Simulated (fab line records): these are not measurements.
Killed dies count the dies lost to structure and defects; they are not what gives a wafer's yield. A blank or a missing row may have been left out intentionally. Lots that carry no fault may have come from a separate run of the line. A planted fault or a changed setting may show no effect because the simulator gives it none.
The tool behind it: which one?	flow sky130	24 lots, 72 wafers sampled, at 5 steps of a route of 708

## WHAT THE GAUGES READ, wafer by wafer
SKY_VIA4_THK_MEAS_01. Usual: VIA4_HDPCVD_THK typically reads 1758 nm, with standard deviation 16.
lot	measured	on	VIA4_HDPCVD_THK (nm)	flag
L074	day 41 11:15	film metro-03	1757 1735 1730	
L075	day 41 20:41	film metro-01	1771 1779 1769	
L076	day 42 23:19	film metro-02	1738 1747 1742	
L077	day 43 03:08	film metro-02	1768 1734 1769	
L078	day 43 02:06	film metro-03	1755 1760 1750	
L079	day 43 04:28	film metro-01	1754 1772 1790	
L080	day 43 11:50	film metro-01	1775 1778 1766	
L081	day 44 06:32	film metro-01	1744 1763 1785	
L082	day 44 07:25	film metro-03	1742 1758 1783	
L083	day 44 10:43	film metro-03	1749 1740 1736	
L084	day 44 13:18	film metro-02	1770 1747 1740	
L085	day 44 21:16	film metro-01	1776 1769 1770	
L086	day 44 21:53	film metro-01	1738 1753 1756	
L087	day 45 12:18	film metro-02	1756 1765 1774	
L088	day 45 17:07	film metro-01	1793 1774 1780	
L089	day 45 22:29	film metro-03	1768 1761 1772	
L090	day 46 07:16	film metro-01	1758 1754 1747	
L091	day 46 12:47	film metro-03	1736 1758 1766	
L092	day 46 13:02	film metro-02	1769 1760 1755	
L093	day 47 04:13	film metro-02	1752 1770 1746	
L094	day 47 06:53	film metro-03	1747 1746 1723	
L095	day 47 09:53	film metro-01	1739 1751 1751	
L097	day 48 11:05	film metro-01	1736 1738 1750	
L096	day 48 14:23	film metro-02	1758 1766 1776	

## TOOL THAT RAN EACH LOT (tool first, then ch and the chambers of the sampled wafers, then the start)
lot	SKY_SPACER_ETCHBACK_02	SKY_VIA1_CMP_02	SKY_METAL2_SPUTTER_01	SKY_METAL3_STRIP_19
L074	rie diel-02 ch 0,2,3, day 22 15:37	cmp-01 ch 0,1,2, day 32 11:20	pvd sputter-03, day 33 15:47	plasma asher-02 ch 0,1, day 38 05:10
L075	rie diel-04 ch 1, day 23 03:07	cmp-01 ch 1,3, day 32 21:39	pvd sputter-04, day 34 00:57	plasma asher-02 ch 0,1, day 38 14:53
L076	rie diel-02 ch 1,3, day 24 15:20	cmp-02 ch 0,3, day 34 05:07	pvd sputter-01, day 35 09:05	plasma asher-03 ch 0,1, day 39 19:43
L077	rie diel-04 ch 0,2,3, day 24 15:20	cmp-02 ch 1,2,3, day 34 07:57	pvd sputter-01, day 35 12:26	plasma asher-02 ch 0,1, day 39 23:01
L078	rie diel-01 ch 0,2,3, day 24 15:20	cmp-02 ch 0,1,2, day 34 06:40	pvd sputter-03, day 35 10:32	plasma asher-02 ch 0,1, day 39 21:45
L079	rie diel-01 ch 0,3, day 24 18:56	cmp-02 ch 0,1,2, day 34 09:14	pvd sputter-04, day 35 13:23	plasma asher-03 ch 0,1, day 40 00:55
L080	rie diel-04 ch 0,2,3, day 25 01:19	cmp-01 ch 0,1,3, day 34 16:59	pvd sputter-04, day 35 21:18	plasma asher-03 ch 0,1, day 40 07:23
L081	rie diel-01 ch 0,1, day 26 00:13	cmp-02 ch 0,3, day 35 12:44	pvd sputter-01, day 36 17:23	plasma asher-02 ch 0,1, day 41 02:47
L082	rie diel-02 ch 1,3, day 26 01:27	cmp-02 ch 1,2, day 35 14:10	pvd sputter-04, day 36 18:11	plasma asher-03 ch 0,1, day 41 03:08
L083	rie diel-02 ch 0,1,3, day 26 07:04	cmp-02 ch 0,1, day 35 17:23	pvd sputter-01, day 36 21:17	plasma asher-01 ch 0,1, day 41 06:01
L084	rie diel-01 ch 0,1,3, day 26 12:55	cmp-02 ch 0,1,3, day 35 22:17	pvd sputter-01, day 37 01:57	plasma asher-01 ch 0,1, day 41 10:59
L085	rie diel-01 ch 1,2,3, day 26 23:21	cmp-02 ch 0,2,3, day 36 09:03	pvd sputter-01, day 37 12:53	plasma asher-03 ch 0,1, day 41 20:47
L086	rie diel-02 ch 0,2, day 27 03:29	cmp-02 ch 0,1,3, day 36 10:34	pvd sputter-03, day 37 15:11	plasma asher-02 ch 1, day 41 22:35
L087	rie diel-02 ch 1,2, day 27 14:09	cmp-02 ch 1,3, day 37 01:26	pvd sputter-01, day 38 05:12	plasma asher-02 ch 0,1, day 42 11:29
L088	rie diel-04 ch 1,2,3, day 28 02:25	cmp-01 ch 1,2, day 37 09:55	pvd sputter-03, day 38 13:18	plasma asher-03 ch 0,1, day 42 17:53
L089	rie diel-02 ch 0,1,2, day 28 09:57	cmp-01 ch 0,1,3, day 37 16:50	pvd sputter-01, day 38 20:16	plasma asher-03 ch 0, day 43 00:52
L090	rie diel-02 ch 0,1,3, day 28 18:49	cmp-01 ch 2,3, day 37 23:50	pvd sputter-03, day 39 03:02	plasma asher-03 ch 1, day 43 07:50
L091	rie diel-04 ch 0,1, day 28 23:47	cmp-01 ch 0,1,2, day 38 08:28	pvd sputter-01, day 39 11:39	plasma asher-03 ch 0,1, day 43 14:05
L092	rie diel-02 ch 0,3, day 29 04:23	cmp-02 ch 0,1, day 38 09:47	pvd sputter-03, day 39 12:50	plasma asher-02 ch 0,1, day 43 15:01
L093	rie diel-01 ch 0,2,3, day 29 23:28	cmp-02 ch 2,3, day 39 03:37	pvd sputter-01, day 40 05:45	plasma asher-03 ch 0,1, day 44 10:15
L094	rie diel-02 ch 1,2, day 30 02:23	cmp-02 ch 0,3, day 39 05:46	pvd sputter-01, day 40 08:37	plasma asher-03 ch 0,1, day 44 10:57
L095	rie diel-02 ch 0,1,2, day 30 09:47	cmp-01 ch 0,2,3, day 39 12:35	pvd sputter-04, day 40 14:39	plasma asher-02 ch 0, day 44 15:22
L097	rie diel-01 ch 0,2,3, day 32 00:02	cmp-01 ch 0,1,3, day 40 22:38	pvd sputter-01, day 41 23:57	plasma asher-03 ch 0,1, day 45 20:38
L096	rie diel-02 ch 2,3, day 32 01:36	cmp-01 ch 0,1,2, day 41 01:02	pvd sputter-01, day 42 02:28	plasma asher-02 ch 0,1, day 46 00:34
- SKY_SPACER_ETCHBACK_02: etches Si3N4 in CH3F/O2, stops on SiO2, time 46.7 s, target depth 45 nm.
- SKY_VIA1_CMP_02: polishes SiO2.
- SKY_METAL2_SPUTTER_01: material TiN, target thk 20 nm, time 16.7 s.
- SKY_METAL3_STRIP_19: strips in O2/N2.

## AS READ BY THE TOOLS THEMSELVES (means over the sampled wafers that have a number; for cases with no such wafer, the mark the record gives instead)
SKY_SPACER_ETCHBACK_02. Usual: drypump motor current A 5.9 A, standard deviation 0.35; oes product au 0.856 a.u., standard deviation 0.0061; throttle valve pct 10.562 %, standard deviation 0.0098.
lot	tool	drypump motor current A (A)	oes product au (a.u.)	throttle valve pct (%)	flag
L074	rie diel-02	5.9	0.852	10.560	
L075	rie diel-04	6.5	0.858	10.571	
L076	rie diel-02	5.7	0.857	10.557	
L077	rie diel-04	5.8	0.860	10.565	
L078	rie diel-01	5.9	0.855	10.563	
L079	rie diel-01	6.0	0.868	10.563	
L080	rie diel-04	5.8	0.853	10.568	
L081	rie diel-01	5.7	0.861	10.561	
L082	rie diel-02	5.6	0.857	10.559	
L083	rie diel-02	5.9	0.858	10.559	
L084	rie diel-01	5.9	0.853	10.545	
L085	rie diel-01	5.8	0.854	10.568	
L086	rie diel-02	6.0	0.862	10.564	
L087	rie diel-02	5.8	0.855	10.557	
L088	rie diel-04	5.7	0.851	10.559	
L089	rie diel-02	5.9	0.848	10.579	
L090	rie diel-02	5.9	0.861	10.560	
L091	rie diel-04	6.4	0.858	10.569	
L092	rie diel-02	5.8	0.850	10.559	
L093	rie diel-01	5.9	0.856	10.562	
L094	rie diel-02	5.7	0.856	10.569	
L095	rie diel-02	5.9	0.851	10.566	
L097	rie diel-01	5.9	0.855	10.559	
L096	rie diel-02	5.7	0.856	10.562	

SKY_VIA1_CMP_02. Usual: head pressure psi 4.000 psi, standard deviation 0.0085; motor current A 12.4 A, standard deviation 1.1.
lot	tool	head pressure psi (psi)	motor current A (A)	flag
L074	cmp-01	4.002	12.6	
L075	cmp-01	4.001	12.6	
L076	cmp-02	3.994	12.9	
L077	cmp-02	4.004	12.4	
L078	cmp-02	4.005	12.3	
L079	cmp-02	3.998	11.9	
L080	cmp-01	3.990	12.5	
L081	cmp-02	4.007	13.3	
L082	cmp-02	3.998	11.9	
L083	cmp-02	3.998	11.5	
L084	cmp-02	3.991	12.0	
L085	cmp-02	3.996	12.5	
L086	cmp-02	4.002	12.3	
L087	cmp-02	4.005	11.4	
L088	cmp-01	4.012	14.0	
L089	cmp-01	3.998	12.6	
L090	cmp-01	3.992	12.5	
L091	cmp-01	4.000	12.6	
L092	cmp-02	4.004	11.2	
L093	cmp-02	3.996	13.2	
L094	cmp-02	3.999	12.3	
L095	cmp-01	4.007	11.7	
L097	cmp-01	4.001	12.2	
L096	cmp-01	4.001	12.8	

SKY_METAL2_SPUTTER_01. Usual: 30.5 % for throttle valve pct, sd 0.81.
lot	tool	throttle valve pct (%)	flag
L074	pvd sputter-03	29.2	
L075	pvd sputter-04	30.4	
L076	pvd sputter-01	31.1	
L077	pvd sputter-01	31.1	
L078	pvd sputter-03	29.9	
L079	pvd sputter-04	30.5	
L080	pvd sputter-04	30.3	
L081	pvd sputter-01	31.0	
L082	pvd sputter-04	30.4	
L083	pvd sputter-01	31.0	
L084	pvd sputter-01	30.9	
L085	pvd sputter-01	30.8	
L086	pvd sputter-03	29.6	
L087	pvd sputter-01	31.0	
L088	pvd sputter-03	29.7	
L089	pvd sputter-01	30.8	
L090	pvd sputter-03	29.8	
L091	pvd sputter-01	30.9	
L092	pvd sputter-03	29.1	
L093	pvd sputter-01	31.0	
L094	pvd sputter-01	30.7	
L095	pvd sputter-04	31.5	
L097	pvd sputter-01	31.1	
L096	pvd sputter-01	30.8	

SKY_METAL3_STRIP_19. Usual: drypump motor current A 5.9 A, standard deviation 0.31; oes product au 0.505 a.u., standard deviation 0.0058; strip time to endpoint s 6.58 s, standard deviation 0.075.
lot	tool	drypump motor current A (A)	oes product au (a.u.)	strip time to endpoint s (s)	flag
L074	plasma asher-02	6.0	0.494	6.47	
L075	plasma asher-02	6.0	0.506	6.54	
L076	plasma asher-03	5.8	0.507	6.63	
L077	plasma asher-02	5.9	0.510	6.65	
L078	plasma asher-02	6.0	0.509	6.64	
L079	plasma asher-03	5.9	0.500	6.53	
L080	plasma asher-03	6.0	0.509	6.66	
L081	plasma asher-02	6.0	0.504	6.58	
L082	plasma asher-03	6.1	0.508	6.65	
L083	plasma asher-01	6.0	0.504	6.53	
L084	plasma asher-01	6.0	0.504	6.62	
L085	plasma asher-03	6.1	0.509	6.64	
L086	plasma asher-02	6.1	0.505	6.61	
L087	plasma asher-02	5.9	0.505	6.60	
L088	plasma asher-03	6.1	0.505	6.64	
L089	plasma asher-03	5.6	0.509	6.74	
L090	plasma asher-03	6.3	0.508	6.58	
L091	plasma asher-03	6.1	0.496	6.50	
L092	plasma asher-02	5.9	0.511	6.63	
L093	plasma asher-03	5.8	0.505	6.48	
L094	plasma asher-03	6.1	0.503	6.52	
L095	plasma asher-02	5.8	0.501	6.49	
L097	plasma asher-03	5.8	0.505	6.62	
L096	plasma asher-02	5.9	0.503	6.51	

## THE ANSWER, worked out from the rows above alone
Rule: lot off if the mean of its wafers having a number is beyond 3 standard deviations from the usual mean. A lot without any number at a reading at which 4 lots or more have one is off too. The other lots that the step has rows for count as sound. First the gauges in route order, then the tools' own readings, where a lot's mean is used as printed above. At the first step where some lot is off, the reading lying furthest off is the one used; lots without a number count as furthest.
No lot is off at any reading shown: from this, nothing can be told.

## WHAT THE SIMULATOR PUT IN
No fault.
